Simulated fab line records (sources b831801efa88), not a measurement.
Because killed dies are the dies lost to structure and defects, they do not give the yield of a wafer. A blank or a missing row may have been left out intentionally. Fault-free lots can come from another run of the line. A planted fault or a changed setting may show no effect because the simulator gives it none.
A lot that was struck, set against a sound lot | flow sky130 | 16 out of 708 route steps
Sound: these wafers, L458.1, L458.2, L458.6. Struck: wafers L461.1, L461.4, L461.6. The cause is given at the end.
Each step with rows lists, per side, the tool, then ch with its chambers, then its first start. Under that, the readings that differ: sound wafers | struck wafers | difference of the means | sigmas: that difference in standard deviations of wafers without a fault.
alike: readings whose means differ by less than 2 such deviations, and words and numbers that are the same on both sides. not compared: withheld readings, readings that some wafer has no value for, bounds like >300 that may hide the same value, and numbers for which the record gives no deviation and whose values overlap.
The two part at a step that has a row with sigmas, a row that says differs or no value, or rows on one side only. Numbers that don't overlap but have no deviation are shown without sigmas and don't part them. Lack of a reading on every wafer of one side parts them only where that side has two or more wafers.

SKY_LI_CONTACT_BOW_MEAS_03:
  sound on film_metro-01 at day 27 22:26; struck on film_metro-01 at day 29 01:16
  alike: LI_CONTACT_BOW
then, 8 steps without rows for these wafers: SKY_LI_CONTACT_DEHYDRATE_04 (time 60 s); SKY_LI_CONTACT_HMDS_05 (prime time 60 s); SKY_LI_CONTACT_COAT_06 (resist thk 60 nm); SKY_LI_CONTACT_COAT_07 (resist thk 450 nm); SKY_LI_CONTACT_SOFTBAKE_08 (time 90 s); SKY_LI_CONTACT_EXPOSE_09 (exposes mask LICM1, target cd 170 nm); SKY_LI_CONTACT_PEB_10; SKY_LI_CONTACT_DEVELOP_11 (develop time 60 s).
SKY_LI_CONTACT_CD_MEAS_12: the cd target is 170 nm.
  sound on cd_sem-01 at day 29 03:30; struck on cd_sem-01 at day 30 05:25
  alike: cd_nm
SKY_LI_CONTACT_OVL_MEAS_13:
  sound on overlay-02 at day 29 03:37; struck on overlay-01 at day 30 05:32
  alike: LI_CONTACT_OVL
SKY_LI_CONTACT_ETCH_14: etches BARC in N2/H2, stops on SiO2, time 45.9 s, target depth 60 nm.
  sound on rie_diel-01 ch 1,2, day 29 03:39; struck on rie_diel-01 ch 1,3, day 30 05:34
  alike: bias_w, drypump_motor_current_A, h2_flow_sccm, oes_product_au, throttle_valve_pct
  not compared: rf_hours_counter_h
SKY_LI_CONTACT_ETCH_15: etches PSG in C4F8/O2/Ar, stops on Si, target depth 600 nm.
  sound on rie_diel-01 ch 1,2, day 29 03:42; struck on rie_diel-01 ch 1,3, day 30 05:38
  reading                                           | sound             | struck            | difference | sigmas
  bias_w (W)                                        | 1198 1201 1196    | 986 983 981       | -215       | -58
  model.KrF-thick_of_LI_CONTACT_COAT_07.thk_nm (nm) | 232.4 226.8 227.2 | 241.9 239.8 242.7 | +12.7      |
  alike: oes_product_au
SKY_LI_CONTACT_STRIP_16: strips in O2/N2.
  sound on plasma_asher-03 ch 0,1, day 29 03:47; struck on plasma_asher-04 ch 0,1, day 30 05:46
  reading                      | sound          | struck         | difference | sigmas
  strip_time_to_endpoint_s (s) | 3.51 3.44 3.46 | 3.61 3.60 3.61 | +0.14      | +4
  alike: drypump_motor_current_A, oes_product_au
  not compared: rf_hours_counter_h
then, 1 step without rows for these wafers: SKY_LI_CONTACT_CLEAN_17 (cleans in NMP, time 600 s).
-- record jumps: 16 days separate the struck wafers' starts on either side; left off in module LI_CONTACT, taken up again in module PAD_OPEN, whose first shown step is the route's number 708 --
SKY_PAD_OPEN_PROBE_99:
  sound on prober-02 at day 45 19:40; struck on prober-02 at day 46 16:39
  reading                        | sound             | struck            | difference | sigmas
  model.etest.licon_ndiff.rc_ohm | 183.5 179.2 184.9 | 194.6 187.1 192.2 | +8.8       |
  alike: killed_at_M0_to_M3, killed_at_M4_up, killed_at_contacts, killed_at_front_end, killed_at_other, killed_dies, killed_open, killed_short
  not compared: model.etest.licon_pdiff.rc_ohm

== WHERE THEY PART ==
First at SKY_LI_CONTACT_ETCH_15; last, within this record, at SKY_LI_CONTACT_STRIP_16. Later steps at which nothing parts them and some readings are alike: SKY_PAD_OPEN_PROBE_99.

WHY: whatever the simulator had introduced
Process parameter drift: rie_diel-01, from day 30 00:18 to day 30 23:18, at SKY_LI_CONTACT_ETCH_15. From 1200, the setting bias_w moved by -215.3. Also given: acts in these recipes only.
